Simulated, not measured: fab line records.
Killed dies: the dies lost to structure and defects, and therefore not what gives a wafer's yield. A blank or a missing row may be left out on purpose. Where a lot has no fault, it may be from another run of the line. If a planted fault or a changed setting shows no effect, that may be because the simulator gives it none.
Chamber matching || flow sky130 || SKY_CONTACT_CMP_27 on cmp-01 has 4 sister chambers
The step polishes, stops on SiO2, t overpolish 15 s, target thk 0 nm. 14 wafers are shown with their chamber, then 7 later ones without.

== WAFERS, EACH WITH ITS CHAMBER ==
{"wafer": "L838.1", "chamber": 0, "motorCurrentA (A)": 11.0, "overpolishRunS (s)": 15.017, "headPressurePsi (psi)": 3.493}
{"wafer": "L838.3", "chamber": 1, "motorCurrentA (A)": 11.1, "overpolishRunS (s)": 15.021, "headPressurePsi (psi)": 3.502}
{"wafer": "L838.4", "chamber": 3, "motorCurrentA (A)": 11.3, "overpolishRunS (s)": 14.993, "headPressurePsi (psi)": 3.494}
{"wafer": "L839.3", "chamber": 2, "motorCurrentA (A)": 9.7, "overpolishRunS (s)": 15.006, "headPressurePsi (psi)": 3.507}
{"wafer": "L839.4", "chamber": 3, "motorCurrentA (A)": 10.8, "overpolishRunS (s)": 14.987, "headPressurePsi (psi)": 3.508}
{"wafer": "L839.6", "chamber": 1, "motorCurrentA (A)": 10.8, "overpolishRunS (s)": 15.003, "headPressurePsi (psi)": 3.496}
{"wafer": "L841.4", "chamber": 1, "motorCurrentA (A)": 11.0, "overpolishRunS (s)": 15.008, "headPressurePsi (psi)": 3.509}
{"wafer": "L841.5", "chamber": 3, "motorCurrentA (A)": 10.9, "overpolishRunS (s)": 14.995, "headPressurePsi (psi)": 3.504}
{"wafer": "L841.6", "chamber": 2, "motorCurrentA (A)": 9.4, "overpolishRunS (s)": 15.003, "headPressurePsi (psi)": 3.510}
{"wafer": "L854.3", "chamber": 2, "motorCurrentA (A)": 9.8, "overpolishRunS (s)": 15.001, "headPressurePsi (psi)": 3.508}
{"wafer": "L854.4", "chamber": 1, "motorCurrentA (A)": 10.6, "overpolishRunS (s)": 15.002, "headPressurePsi (psi)": 3.500}
{"wafer": "L854.6", "chamber": 3, "motorCurrentA (A)": 10.1, "overpolishRunS (s)": 14.989, "headPressurePsi (psi)": 3.486}
{"wafer": "L855.3", "chamber": 3, "motorCurrentA (A)": 10.5, "overpolishRunS (s)": 15.000, "headPressurePsi (psi)": 3.504}
{"wafer": "L855.4", "chamber": 1, "motorCurrentA (A)": 10.9, "overpolishRunS (s)": 14.994, "headPressurePsi (psi)": 3.508}

SIGNATURES (averages over the wafers above)
{"reading": "motorCurrentA", "chamber 0": 11.000, "chamber 1": 10.880, "chamber 2": 9.633, "chamber 3": 10.720, "scatter within a chamber": 0.323}
{"reading": "overpolishRunS", "chamber 0": 15.01700, "chamber 1": 15.00560, "chamber 2": 15.00333, "chamber 3": 14.99280, "scatter within a chamber": 0.00717}
{"reading": "headPressurePsi", "chamber 0": 3.49300, "chamber 1": 3.50300, "chamber 2": 3.50833, "chamber 3": 3.49920, "scatter within a chamber": 0.0067}
Rule: for a wafer and a chamber, the distance is found by dividing, reading by reading, the gap between the wafer's reading and the chamber's mean by the reading's scatter, squaring, summing and taking the root. If the next closest chamber is less than 2 further off than the closest, the wafer can't be placed; otherwise it belongs to the closest. The scatter: take each reading less its chamber's mean, square it, sum over the shown wafers, divide by the number of wafers less the number of chambers, and take the root.

== WAFERS WHOSE CHAMBER IS MISSING ==
{"wafer": "L855.6", "motorCurrentA (A)": 10.8, "overpolishRunS (s)": 14.996, "headPressurePsi (psi)": 3.502}
{"wafer": "L858.1", "motorCurrentA (A)": 9.6, "overpolishRunS (s)": 14.994, "headPressurePsi (psi)": 3.492}
{"wafer": "L858.4", "motorCurrentA (A)": 11.2, "overpolishRunS (s)": 15.009, "headPressurePsi (psi)": 3.495}
{"wafer": "L858.6", "motorCurrentA (A)": 9.8, "overpolishRunS (s)": 15.010, "headPressurePsi (psi)": 3.505}
{"wafer": "L860.2", "motorCurrentA (A)": 10.7, "overpolishRunS (s)": 14.992, "headPressurePsi (psi)": 3.494}
{"wafer": "L860.5", "motorCurrentA (A)": 9.7, "overpolishRunS (s)": 15.004, "headPressurePsi (psi)": 3.498}
{"wafer": "L860.6", "motorCurrentA (A)": 11.2, "overpolishRunS (s)": 15.000, "headPressurePsi (psi)": 3.496}

== CHAMBER TAKEN BY EACH ==
{"wafer": "L855.6", "from the rows above": "can't be placed: 3 or 1", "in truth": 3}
{"wafer": "L858.1", "from the rows above": "can't be placed: 2 or 3 or 1", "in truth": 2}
{"wafer": "L858.4", "from the rows above": "can't be placed: 0 or 1 or 3", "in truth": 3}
{"wafer": "L858.6", "from the rows above": 2, "in truth": 2}
{"wafer": "L860.2", "from the rows above": "can't be placed: 3 or 1", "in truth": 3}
{"wafer": "L860.5", "from the rows above": "can't be placed: 2 or 3", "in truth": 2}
{"wafer": "L860.6", "from the rows above": "can't be placed: 1 or 3 or 0", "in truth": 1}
Correct placement for 1 of the 7. Cannot be placed on the basis of these rows: 6; the candidates contain the true chamber in 6. Placed wrongly: 0.
